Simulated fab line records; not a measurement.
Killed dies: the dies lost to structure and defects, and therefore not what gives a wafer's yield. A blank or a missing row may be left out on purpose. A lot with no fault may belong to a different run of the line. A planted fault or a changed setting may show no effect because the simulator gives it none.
One fault through the eyes of 2 desks || flow sky130 || each desk has only its own numbers; what lay behind them comes last

AT THE METROLOGY DESK
Lot by lot, what the gauges showed, no matter which tool ran the lot: averages of those sampled wafers that carry a number. If a lot's mean is further than 4 standard deviations from the usual mean, the lot is out of limits and carries the mark OUT (the distance appears in the brackets).
Columns: A = INCOMING_BOW at SKY_FIELD_ISO_BOW_MEAS_00, usual 1 um; B = NWELL_RS at SKY_NWELL_RS_MEAS_29, usual 624.6 ohm/sq; C = LDD_N_TW at SKY_LDD_N_TW_MEAS_17, usual 2599
{"lot": "L615", "first seen here": "day 1 10:00", "A": 0, "B": 623.4, "C": 2597}
{"lot": "L616", "first seen here": "day 1 15:02", "A": -4, "B": 623.8, "C": 2594}
{"lot": "L617", "first seen here": "day 1 20:00", "A": -1, "B": 626.4, "C": 2616}
{"lot": "L619", "first seen here": "day 2 06:01", "A": 1, "B": 623.3, "C": 2598}
{"lot": "L625", "first seen here": "day 3 12:02", "A": 1, "B": 624.1, "C": 2576}
{"lot": "L626", "first seen here": "day 3 17:02", "A": -2, "B": 624.6, "C": "2470 (-6.8) OUT"}
{"lot": "L628", "first seen here": "day 4 03:01", "A": 2, "B": 625.6, "C": "2476 (-6.5) OUT"}
{"lot": "L630", "first seen here": "day 4 13:01", "A": -1, "B": 623.4, "C": 2620}
{"lot": "L632", "first seen here": "day 4 23:00", "A": -3, "B": 625.1, "C": 2610}
{"lot": "L636", "first seen here": "day 5 19:00", "A": 6, "B": 626.3, "C": 2629}
{"lot": "L637", "first seen here": "day 6 00:02", "A": 2, "B": 624.5, "C": 2598}
Finding of this desk: L626, L628 out of limits, first seen on L626 at day 22 04:40 (LDD_N_TW at SKY_LDD_N_TW_MEAS_17). L615, L616, L617, L619, L625, L630, L632, L636, L637 stayed within limits.

FOR THE TOOL OWNER'S DESK: implanter-01
The tool's own readings at SKY_LDD_N_IMPLANT_09, given as means over the sampled wafers that have a number, one for each lot that went through this tool. If a lot's mean is further than 4 standard deviations from the usual mean, the lot is out of limits and carries the mark OUT (the distance appears in the brackets).
Columns: A = doseIonsCm2 at SKY_LDD_N_IMPLANT_09, usual 7.501e+13; B = faradayCurrentUA at SKY_LDD_N_IMPLANT_09, usual 421
{"lot": "L615", "first seen here": "day 18 01:51", "A": 7.504e+13, "B": 429}
{"lot": "L617", "first seen here": "day 18 20:51", "A": 7.505e+13, "B": 415}
{"lot": "L616", "first seen here": "day 19 00:37", "A": 7.492e+13, "B": 422}
{"lot": "L626", "first seen here": "day 22 03:33", "A": "7.477e+12 (-99 or more) OUT", "B": "43 (-46) OUT"}
{"lot": "L628", "first seen here": "day 22 17:56", "A": "7.507e+12 (-99 or more) OUT", "B": "41 (-46) OUT"}
This desk's finding: out of limits on L626, L628; first on L626, day 22 03:33 (doseIonsCm2 at SKY_LDD_N_IMPLANT_09). L615, L617, L616 stayed within limits.

ALL TOGETHER
An alarm could have come from the tool owner's desk at day 22 03:33, on L626, L628.
An alarm was possible from the metrology desk at day 22 04:40, on L626, L628.
The lots listed all ran SKY_LDD_N_IMPLANT_09 on implanter-01.

WHAT WAS PUT IN BY THE SIMULATOR
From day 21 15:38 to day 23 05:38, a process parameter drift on implanter-01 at SKY_LDD_N_IMPLANT_09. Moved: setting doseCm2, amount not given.
Shown lots that were struck: L626, L628.
Delay (hours) between the fault's onset and each desk's first out-of-limits reading: 12 at the tool owner's desk, 13 at the metrology desk.
